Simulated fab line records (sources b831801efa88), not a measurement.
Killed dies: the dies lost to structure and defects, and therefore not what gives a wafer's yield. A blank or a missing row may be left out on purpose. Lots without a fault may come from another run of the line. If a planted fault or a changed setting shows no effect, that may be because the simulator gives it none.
Matching of chambers / flow sky130 / rie diel-03 running SKY_METAL3_ETCH_17: 4 sister chambers
The step etches SiO2 in C4F8/O2/Ar, stops on TiN, time 3.9 s, target depth 15 nm. 20 wafers are shown with their chamber, then 10 later ones without.

## WAFERS WITH THEIR CHAMBER
wafer=L074.1; chamber=0; oes product au (a.u.)=0.747
wafer=L074.2; chamber=2; oes product au (a.u.)=0.758
wafer=L074.3; chamber=1; oes product au (a.u.)=0.756
wafer=L077.1; chamber=1; oes product au (a.u.)=0.752
wafer=L077.2; chamber=3; oes product au (a.u.)=0.740
wafer=L077.3; chamber=0; oes product au (a.u.)=0.762
wafer=L079.1; chamber=3; oes product au (a.u.)=0.744
wafer=L079.2; chamber=2; oes product au (a.u.)=0.753
wafer=L079.3; chamber=1; oes product au (a.u.)=0.752
wafer=L079.4; chamber=0; oes product au (a.u.)=0.757
wafer=L079.5; chamber=3; oes product au (a.u.)=0.749
wafer=L079.6; chamber=0; oes product au (a.u.)=0.766
wafer=L084.3; chamber=3; oes product au (a.u.)=0.755
wafer=L084.4; chamber=2; oes product au (a.u.)=0.746
wafer=L084.6; chamber=3; oes product au (a.u.)=0.760
wafer=L091.2; chamber=2; oes product au (a.u.)=0.748
wafer=L091.4; chamber=0; oes product au (a.u.)=0.766
wafer=L091.6; chamber=0; oes product au (a.u.)=0.758
wafer=L092.1; chamber=0; oes product au (a.u.)=0.753
wafer=L092.2; chamber=2; oes product au (a.u.)=0.748

SIGNATURES, as means of the wafers listed above
reading=oes product au; chamber 0=0.75843; chamber 1=0.75333; chamber 2=0.75060; chamber 3=0.74960; scatter within a chamber=0.00641
Rule: for each reading, subtract the chamber's mean from the wafer's reading, divide by that reading's scatter and square the result; add these up over the readings and take the root, which gives the wafer's distance from the chamber. If the next closest chamber is less than 2 further off than the closest, the wafer can't be placed; otherwise it belongs to the closest. How the scatter is found: for the shown wafers, subtract from each reading the mean of its chamber, square and add these, divide the total by (wafers less chambers), then take the root.

## WAFERS WITH NO CHAMBER GIVEN
wafer=L092.3; oes product au (a.u.)=0.759
wafer=L092.4; oes product au (a.u.)=0.755
wafer=L092.5; oes product au (a.u.)=0.753
wafer=L092.6; oes product au (a.u.)=0.751
wafer=L093.1; oes product au (a.u.)=0.753
wafer=L093.3; oes product au (a.u.)=0.756
wafer=L093.5; oes product au (a.u.)=0.759
wafer=L095.1; oes product au (a.u.)=0.747
wafer=L095.2; oes product au (a.u.)=0.751
wafer=L095.4; oes product au (a.u.)=0.765

## WHICH CHAMBER EACH ONE RAN IN
wafer=L092.3; from the rows above=can't be placed: 0 or 1 or 2 or 3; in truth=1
wafer=L092.4; from the rows above=can't be placed: 1 or 0 or 2 or 3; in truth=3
wafer=L092.5; from the rows above=can't be placed: 1 or 2 or 3 or 0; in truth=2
wafer=L092.6; from the rows above=can't be placed: 2 or 3 or 1 or 0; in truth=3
wafer=L093.1; from the rows above=can't be placed: 1 or 2 or 3 or 0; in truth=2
wafer=L093.3; from the rows above=can't be placed: 0 or 1 or 2 or 3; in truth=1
wafer=L093.5; from the rows above=can't be placed: 0 or 1 or 2 or 3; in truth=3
wafer=L095.1; from the rows above=can't be placed: 3 or 2 or 1 or 0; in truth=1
wafer=L095.2; from the rows above=can't be placed: 2 or 3 or 1 or 0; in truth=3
wafer=L095.4; from the rows above=can't be placed: 0 or 1 or 2 or 3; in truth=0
Correct placement for 0 of the 10. From these rows, 10 cannot be placed; in 10 the true chamber is one of the candidates. 0 placed wrongly.
